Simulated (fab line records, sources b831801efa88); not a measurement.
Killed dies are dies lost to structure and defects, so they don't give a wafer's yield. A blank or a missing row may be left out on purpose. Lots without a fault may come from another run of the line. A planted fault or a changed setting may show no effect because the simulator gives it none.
Problem report in the 8D (eight disciplines) form, filled by code | flow sky130 | the parts of the form that need people (team, actions taken, sign-off) are left out

1. THE PROBLEM
rf_fwd_power_W at SKY_VIA4_ETCH_12 reads a mean of 1249 W on 1 wafer of 1 lot; wafers without a fault read 1490 W with a standard deviation of 5.1. That is -47 standard deviations from the usual mean.
The step: etches SiO2 in C4F8/O2/Ar, stops on TiN, target depth 580 nm.
First seen on wafer L454.5, day 45 00:58, on rie_diel-04. The record holds 37 wafers of 13 lots with a number at this step. Rule for "out", or "out of limits": more than 4 standard deviations from the usual mean. The other wafers with a number count as sound.

2. WHAT IT IS AND WHAT IT IS NOT
question                    | is                     | is not
which readings at this step | rf_fwd_power_W         | oes_product_au
which lots                  | L454                   | L449, L451, L455, L456, L457, L458, L459, L460, L461, L462, L467, L468
which wafers of those lots  | all that have a number | -
read on which tools         | rie_diel-04            | rie_diel-01, rie_diel-02
when                        | from day 45 00:58      | up to then (6 sound wafers); but 30 sound wafers of L455, L456, L457, L458, L459, L460, L461, L462, L467, L468 came after

3. SUSPECTS, AND WHAT RULES EACH OUT
Counting: a tool at a process step up to the reading stays a suspect if it ran every lot that is out and no sound lot after the first of them.
- rie_metal-02 at SKY_CAP2M_METAL_ETCH_13 (etches TiN in Cl2/BCl3, stops on SiO2, target depth 220 nm, time 62.9 s): ruled out as a lasting fault. Sound lots L456, L460, L461, L462, L467 ran on it after its first lot that is out, L454 (day 43 02:47).
- cmp-01 at SKY_VIA4_CMP_02 (polishes SiO2): ruled out as a lasting fault. Sound lots L459, L461 ran on it after its first lot that is out, L454 (day 44 03:20).
- rie_diel-04 at SKY_VIA4_ETCH_12 (etches SiO2 in C4F8/O2/Ar, stops on TiN, target depth 580 nm): kept. It ran the lot that is out, L454 (day 45 00:58), and no sound lot after that; its last sound lot up to then is L449 (day 44 10:17). Its own readings are out on those wafers: rf_fwd_power_W.
Left after counting: rie_diel-04 at SKY_VIA4_ETCH_12.

4. THE CAUSE (what the simulator had put in)
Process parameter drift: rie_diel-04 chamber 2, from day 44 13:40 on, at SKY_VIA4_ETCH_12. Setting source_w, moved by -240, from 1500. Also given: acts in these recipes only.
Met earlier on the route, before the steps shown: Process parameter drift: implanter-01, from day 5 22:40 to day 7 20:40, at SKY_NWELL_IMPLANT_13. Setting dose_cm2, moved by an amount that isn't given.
Counting left only this tool.

5. THE CHAIN OF EFFECTS, in route order
Each row: a reading whose mean over the struck wafers that have a number lies more than 3 standard deviations from the usual. Only readings for which the record gives a usual standard deviation are gone through. hours: the time from each lot's start at the first step in this table that gives one to its start at this step, as a median over the lots. sigmas: the change in usual standard deviations.
hours | step              | reading                  | usual   | on struck wafers | change | sigmas
0     | SKY_VIA4_ETCH_12  | rf_fwd_power_W           | 1490 W  | 1249             | -241   | -47
0     | SKY_VIA4_STRIP_13 | strip_time_to_endpoint_s | 12.82 s | 12.96            | +0.14  | +3.9
The process steps in it:
- SKY_VIA4_ETCH_12: etches SiO2 in C4F8/O2/Ar, stops on TiN, target depth 580 nm.
- SKY_VIA4_STRIP_13: strips in O2/N2.

6. WHAT WOULD HAVE CAUGHT IT SOONER
In this record the first reading out of limits was taken at day 45 00:58, 11 hours after the fault began at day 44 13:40.
